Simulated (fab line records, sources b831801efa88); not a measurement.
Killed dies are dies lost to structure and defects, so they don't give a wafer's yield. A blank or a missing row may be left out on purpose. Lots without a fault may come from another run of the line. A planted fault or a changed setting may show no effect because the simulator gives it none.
Problem report in the 8D (eight disciplines) form, filled by code | flow gf180mcu | the parts of the form that need people (team, actions taken, sign-off) are left out

1. THE PROBLEM
chamber_pressure_mTorr at GF_V4_ETCH_16 reads a mean of 23.996 mTorr on 6 wafers of 2 lots; wafers without a fault read 30.002 mTorr with a standard deviation of 0.025. That is -99 or more standard deviations from the usual mean.
The step: etches BARC in N2/H2.
First seen on wafer L710.2, day 29 13:46, on rie_diel-02. The record holds 39 wafers of 13 lots with a number at this step. Rule for "out", or "out of limits": more than 4 standard deviations from the usual mean. The other wafers with a number count as sound.

2. WHAT IT IS AND WHAT IT IS NOT
question                    | is                     | is not
which readings at this step | chamber_pressure_mTorr | throttle_valve_pct
which lots                  | L710, L713             | L695, L696, L697, L700, L701, L705, L707, L715, L716, L717, L718
which wafers of those lots  | all that have a number | -
read on which tools         | rie_diel-02            | rie_diel-01, rie_diel-04
when                        | from day 29 13:46      | up to then (21 sound wafers); but 12 sound wafers of L715, L716, L717, L718 came after

3. SUSPECTS, AND WHAT RULES EACH OUT
Counting: a tool at a process step up to the reading stays a suspect if it ran every lot that is out and no sound lot after the first of them.
- rie_diel-02 at GF_V4_ETCH_16 (etches BARC in N2/H2): kept. It ran every lot that is out, first L710 (day 29 13:46), and no sound lot after that; its last sound lot up to then is L707 (day 28 11:31). Its own readings are out on those wafers: chamber_pressure_mTorr.
Left after counting: rie_diel-02 at GF_V4_ETCH_16.

4. THE CAUSE (what the simulator had put in)
Process parameter drift: rie_diel-02, from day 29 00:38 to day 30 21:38, at GF_V4_ETCH_16. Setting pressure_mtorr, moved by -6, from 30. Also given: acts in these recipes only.
Counting left only this tool.

5. THE CHAIN OF EFFECTS, in route order
Each row: a reading whose mean over the struck wafers that have a number lies more than 3 standard deviations from the usual. Only readings for which the record gives a usual standard deviation are gone through. hours: the time from each lot's start at the first step in this table that gives one to its start at this step, as a median over the lots. sigmas: the change in usual standard deviations.
hours | step          | reading                | usual        | on struck wafers | change | sigmas
0     | GF_V4_ETCH_16 | chamber_pressure_mTorr | 30.002 mTorr | 23.996           | -6.006 | -99 or more
The process steps in it:
- GF_V4_ETCH_16: etches BARC in N2/H2.

6. WHAT WOULD HAVE CAUGHT IT SOONER
In this record the first reading out of limits was taken at day 29 13:46, 13 hours after the fault began at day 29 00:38.
